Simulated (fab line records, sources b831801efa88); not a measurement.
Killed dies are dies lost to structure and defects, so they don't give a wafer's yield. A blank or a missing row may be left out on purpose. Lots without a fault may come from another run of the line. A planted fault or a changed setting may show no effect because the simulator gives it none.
Which tool did it? | flow sky130 | 11 lots, 32 wafers sampled, at 6 steps of a route of 708

WHAT THE GAUGES READ, wafer by wafer
SKY_FIELD_ISO_THK_MEAS_25. Usual: FIELD_ISO_CVD_24_THK 590 nm, standard deviation 6.
lot  | measured    | on            | FIELD_ISO_CVD_24_THK (nm) | flag
L513 | day 2 11:49 | film_metro-01 | 586 586 585               |
L514 | day 2 20:41 | film_metro-02 | 597 595 591               |
L519 | day 3 20:08 | film_metro-03 | 584 315                   | OFF
L522 | day 4 10:56 | film_metro-02 | 595 601 594               |
L525 | day 5 03:17 | film_metro-03 | 596 587 588               |
L528 | day 5 19:53 | film_metro-03 | 593 597 592               |
L530 | day 6 06:54 | film_metro-03 | 586 585 579               |
L532 | day 6 17:08 | film_metro-02 | 587 589 592               |
L533 | day 6 23:49 | film_metro-02 | 599 590 600               |
L534 | day 7 03:08 | film_metro-01 | 587 596 597               |
L535 | day 7 08:57 | film_metro-02 | 590 588 584               |

SKY_NWELL_TW_MEAS_26. Usual: NWELL_2_TW 499, standard deviation 3.3.
lot  | measured     | on            | NWELL_2_TW  | flag
L513 | day 5 13:23  | film_metro-02 | 491 491 493 |
L514 | day 5 22:35  | film_metro-01 | 499 498 500 |
L519 | day 7 03:01  | film_metro-02 | 496         |
L522 | day 7 18:31  | film_metro-02 | 497 495 496 |
L525 | day 8 16:04  | film_metro-02 | 502 499 498 |
L528 | day 9 09:14  | film_metro-02 | 497 497 500 |
L530 | day 9 22:46  | film_metro-04 | 502 504 502 |
L532 | day 10 08:05 | film_metro-04 | 499 498 500 |
L533 | day 10 17:40 | film_metro-04 | 500 504 502 |
L534 | day 11 00:02 | film_metro-04 | 498 501 501 |
L535 | day 11 05:01 | film_metro-01 | 504 500 500 |

WHICH TOOL RAN EACH LOT (tool, then ch and the chambers of the sampled wafers, then the start)
lot  | SKY_FIELD_ISO_ETCH_14             | SKY_FIELD_ISO_ETCH_17           | SKY_FIELD_ISO_CVD_24            | SKY_FIELD_ISO_CMP_27
L513 | rie_diel-04 ch 0,1,2, day 2 09:55 | rie_si-01 ch 0,1,3, day 2 10:07 | hdpcvd-02 ch 0,1,2, day 2 11:44 | cmp-02 ch 1,2, day 2 14:11
L514 | rie_diel-01 ch 0,2,3, day 2 16:50 | rie_si-01 ch 0,1,2, day 2 17:02 | hdpcvd-01 ch 0,2, day 2 20:36   | cmp-02 ch 0,2,3, day 2 22:55
L519 | rie_diel-04 ch 0,1, day 3 18:16   | rie_si-01 ch 0,1, day 3 18:28   | hdpcvd-02 ch 0,2, day 3 20:04   | cmp-01 ch 1,2, day 3 21:49
L522 | rie_diel-04 ch 0,1,3, day 4 08:13 | rie_si-02 ch 0,2,3, day 4 08:25 | hdpcvd-01 ch 0,2, day 4 10:52   | cmp-01 ch 1,2,3, day 4 12:33
L525 | rie_diel-02 ch 0,1,2, day 5 00:00 | rie_si-01 ch 0,1,2, day 5 00:12 | hdpcvd-01 ch 1,2, day 5 03:13   | cmp-01 ch 1,2,3, day 5 05:54
L528 | rie_diel-04 ch 0,1,2, day 5 17:16 | rie_si-01 ch 0,1,2, day 5 17:28 | hdpcvd-01 ch 0,1,2, day 5 19:47 | cmp-02 ch 0,1,3, day 5 22:44
L530 | rie_diel-01 ch 0,1,3, day 6 03:16 | rie_si-01 ch 1,2,3, day 6 03:28 | hdpcvd-01 ch 0,1,2, day 6 06:49 | cmp-01 ch 0,1,2, day 6 08:43
L532 | rie_diel-02 ch 0,2,3, day 6 13:49 | rie_si-02 ch 0,1,2, day 6 14:01 | hdpcvd-01 ch 0,1, day 6 17:04   | cmp-01 ch 1,2,3, day 6 18:41
L533 | rie_diel-04 ch 1,3, day 6 20:25   | rie_si-01 ch 0,2, day 6 20:37   | hdpcvd-02 ch 0,2, day 6 23:44   | cmp-02 ch 2,3, day 7 01:22
L534 | rie_diel-02 ch 0,1,3, day 7 01:16 | rie_si-01 ch 0,2,3, day 7 01:28 | hdpcvd-01 ch 1,2, day 7 03:03   | cmp-01 ch 0,1,2, day 7 05:46
L535 | rie_diel-01 ch 0,1, day 7 05:58   | rie_si-01 ch 0,3, day 7 06:10   | hdpcvd-02 ch 0,1, day 7 08:52   | cmp-02 ch 0,2,3, day 7 10:30
- SKY_FIELD_ISO_ETCH_14: etches BARC in N2/H2, stops on SiO2, time 45.9 s, target depth 60 nm.
- SKY_FIELD_ISO_ETCH_17: etches Si in HBr/Cl2/O2, target depth 342 nm, time 97.7 s.
- SKY_FIELD_ISO_CVD_24: deposits SiO2, target thk 595 nm, time 99.2 s.
- SKY_FIELD_ISO_CMP_27: polishes, stops on Si3N4, t overpolish 16 s, target thk 457.8 nm.

WHAT THE TOOLS THEMSELVES READ (means of the sampled wafers that have a number; where no wafer has one, the mark that the record gives instead)
SKY_FIELD_ISO_ETCH_14. Usual: drypump_motor_current_A 5.7 A, standard deviation 0.59; oes_product_au 0.854 a.u., standard deviation 0.0046; throttle_valve_pct 13.225 %, standard deviation 0.0088.
lot  | tool        | drypump_motor_current_A (A) | oes_product_au (a.u.) | throttle_valve_pct (%) | flag
L513 | rie_diel-04 | 5.9                         | 0.852                 | 13.228                 |
L514 | rie_diel-01 | 5.8                         | 0.857                 | 13.225                 |
L519 | rie_diel-04 | 6.0                         | 0.847                 | 13.220                 |
L522 | rie_diel-04 | 5.7                         | 0.856                 | 13.227                 |
L525 | rie_diel-02 | 5.6                         | 0.855                 | 13.228                 |
L528 | rie_diel-04 | 5.9                         | 0.854                 | 13.222                 |
L530 | rie_diel-01 | 5.8                         | 0.856                 | 13.234                 |
L532 | rie_diel-02 | 6.0                         | 0.853                 | 13.227                 |
L533 | rie_diel-04 | 5.1                         | 0.853                 | 13.227                 |
L534 | rie_diel-02 | 5.5                         | 0.853                 | 13.233                 |
L535 | rie_diel-01 | 6.1                         | 0.854                 | 13.225                 |

SKY_FIELD_ISO_ETCH_17. Usual: drypump_motor_current_A 5.6 A, standard deviation 0.55; oes_product_au 1.004 a.u., standard deviation 0.012; throttle_valve_pct 25.653 %, standard deviation 0.011.
lot  | tool      | drypump_motor_current_A (A) | oes_product_au (a.u.) | throttle_valve_pct (%) | flag
L513 | rie_si-01 | 5.8                         | 1.010                 | 25.651                 |
L514 | rie_si-01 | 5.9                         | 1.006                 | 25.661                 |
L519 | rie_si-01 | 6.2                         | 1.005                 | 25.645                 |
L522 | rie_si-02 | 5.2                         | 1.011                 | 25.653                 |
L525 | rie_si-01 | 5.9                         | 0.994                 | 25.658                 |
L528 | rie_si-01 | 5.9                         | 1.000                 | 25.660                 |
L530 | rie_si-01 | 5.7                         | 0.991                 | 25.660                 |
L532 | rie_si-02 | 5.3                         | 1.017                 | 25.646                 |
L533 | rie_si-01 | 5.5                         | 0.989                 | 25.650                 |
L534 | rie_si-01 | 5.4                         | 0.994                 | 25.650                 |
L535 | rie_si-01 | 5.2                         | 1.005                 | 25.653                 |

SKY_FIELD_ISO_CMP_27. Usual: head_pressure_psi 4.001 psi, standard deviation 0.0081; motor_current_A 12.2 A, standard deviation 1.4; time_to_endpoint_s 114 s, standard deviation 4.2.
lot  | tool   | head_pressure_psi (psi) | motor_current_A (A) | time_to_endpoint_s (s) | flag
L513 | cmp-02 | 3.990                   | 12.1                | 109                    |
L514 | cmp-02 | 4.004                   | 14.2                | 111                    |
L519 | cmp-01 | 4.005                   | 11.5                | 89                     | OFF
L522 | cmp-01 | 4.006                   | 11.5                | 116                    |
L525 | cmp-01 | 3.993                   | 11.0                | 114                    |
L528 | cmp-02 | 3.990                   | 13.8                | 114                    |
L530 | cmp-01 | 4.002                   | 11.3                | 115                    |
L532 | cmp-01 | 4.002                   | 11.6                | 112                    |
L533 | cmp-02 | 4.004                   | 14.5                | 115                    |
L534 | cmp-01 | 3.996                   | 11.9                | 112                    |
L535 | cmp-02 | 3.992                   | 13.7                | 113                    |

THE ANSWER, worked out from the rows above alone
Rule: a lot is off if the mean of its wafers that have a number lies more than 3 standard deviations from the usual mean. A lot without any number at a reading at which 4 lots or more have one is off too. The other lots that the step has rows for count as sound. The gauges are gone through in route order, then the tools' own readings, and for those a lot's mean is taken as printed above. The first step at which some lot is off is used, and at that step the reading that is off furthest; a lot without a number counts as furthest.
Off: L519, at SKY_FIELD_ISO_THK_MEAS_25 (FIELD_ISO_CVD_24_THK).
A tool fits if, at a process step before that reading, it ran every lot that is off, and no sound lot after the first of them. The gauges at SKY_FIELD_ISO_THK_MEAS_25 aren't tried: what is off there is off at SKY_FIELD_ISO_CMP_27 too, on other tools, and a gauge's error can't cause that. None of those tried fits.

WHAT THE SIMULATOR HAD PUT IN
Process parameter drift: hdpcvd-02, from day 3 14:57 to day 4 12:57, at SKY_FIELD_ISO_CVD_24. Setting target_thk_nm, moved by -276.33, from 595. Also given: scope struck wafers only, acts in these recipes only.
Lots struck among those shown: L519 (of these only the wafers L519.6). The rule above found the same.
